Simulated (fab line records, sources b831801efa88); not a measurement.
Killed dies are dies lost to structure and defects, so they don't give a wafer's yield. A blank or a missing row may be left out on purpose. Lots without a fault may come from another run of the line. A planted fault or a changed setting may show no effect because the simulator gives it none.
Problem report in the 8D (eight disciplines) form, filled by code | flow sky130 | the parts of the form that need people (team, actions taken, sign-off) are left out

1. THE PROBLEM
strip_time_to_endpoint_s at SKY_LDD_P_STRIP_10 reads a mean of 14.77 s on 3 wafers of 2 lots; wafers without a fault read 14.19 s with a standard deviation of 0.038. That is +15 standard deviations from the usual mean.
The step: strips in O2/N2.
First seen on wafer L545.2, day 21 21:58, on plasma_asher-03. The record holds 33 wafers of 11 lots with a number at this step. Rule for "out", or "out of limits": more than 4 standard deviations from the usual mean. The other wafers with a number count as sound.

2. WHAT IT IS AND WHAT IT IS NOT
question                    | is                               | is not
which readings at this step | strip_time_to_endpoint_s         | drypump_motor_current_A, oes_product_au
which lots                  | L545, L546                       | L538, L539, L540, L548, L551, L554, L556, L557, L559
which wafers of those lots  | L545.2, L546.2, L546.6           | L545.1, L545.3, L546.4
read on which tools         | plasma_asher-03, plasma_asher-04 | plasma_asher-02
when                        | from day 21 21:58                | up to then (11 sound wafers); but 19 sound wafers of L546, L548, L551, L554, L556, L557, L559 came after

3. SUSPECTS, AND WHAT RULES EACH OUT
Counting: a tool at a process step up to the reading stays a suspect if it ran every lot that is out. Sound lots after the first of them don't rule it out here, since some wafers of a struck lot are sound.
- litho_track-04 at SKY_LDD_P_COAT_02 (resist thk 1140 nm): kept. It ran every lot that is out, first L545 (day 21 06:16); its last sound lot up to then is L539 (day 19 13:34).
Left after counting: litho_track-04 at SKY_LDD_P_COAT_02.

4. THE CAUSE (what the simulator had put in)
Process parameter drift: litho_track-04, from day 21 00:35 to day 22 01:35, at SKY_LDD_P_COAT_02. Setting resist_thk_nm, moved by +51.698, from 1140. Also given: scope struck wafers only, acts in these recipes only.
Counting left only this tool.

5. THE CHAIN OF EFFECTS, in route order
Each row: a reading whose mean over the struck wafers that have a number lies more than 3 standard deviations from the usual. Only readings for which the record gives a usual standard deviation are gone through. hours: the time from each lot's start at the first step in this table that gives one to its start at this step, as a median over the lots. sigmas: the change in usual standard deviations.
hours | step               | reading                  | usual   | on struck wafers | change | sigmas
0     | SKY_LDD_P_STRIP_10 | strip_time_to_endpoint_s | 14.19 s | 14.77            | +0.58  | +15
The process steps in it:
- SKY_LDD_P_STRIP_10: strips in O2/N2.

6. WHAT WOULD HAVE CAUGHT IT SOONER
In this record the first reading out of limits was taken at day 21 21:58, 21 hours after the fault began at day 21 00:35.
Of the tool readings at SKY_LDD_P_COAT_02 for which the record gives a usual standard deviation, none was out on any struck wafer, so an alarm limit of 4 standard deviations on them would not have fired.
All the lots that are out (2) had begun SKY_LDD_P_COAT_02 on litho_track-04 by day 21 21:58. A hold on the tool at that time would have spared none of them.
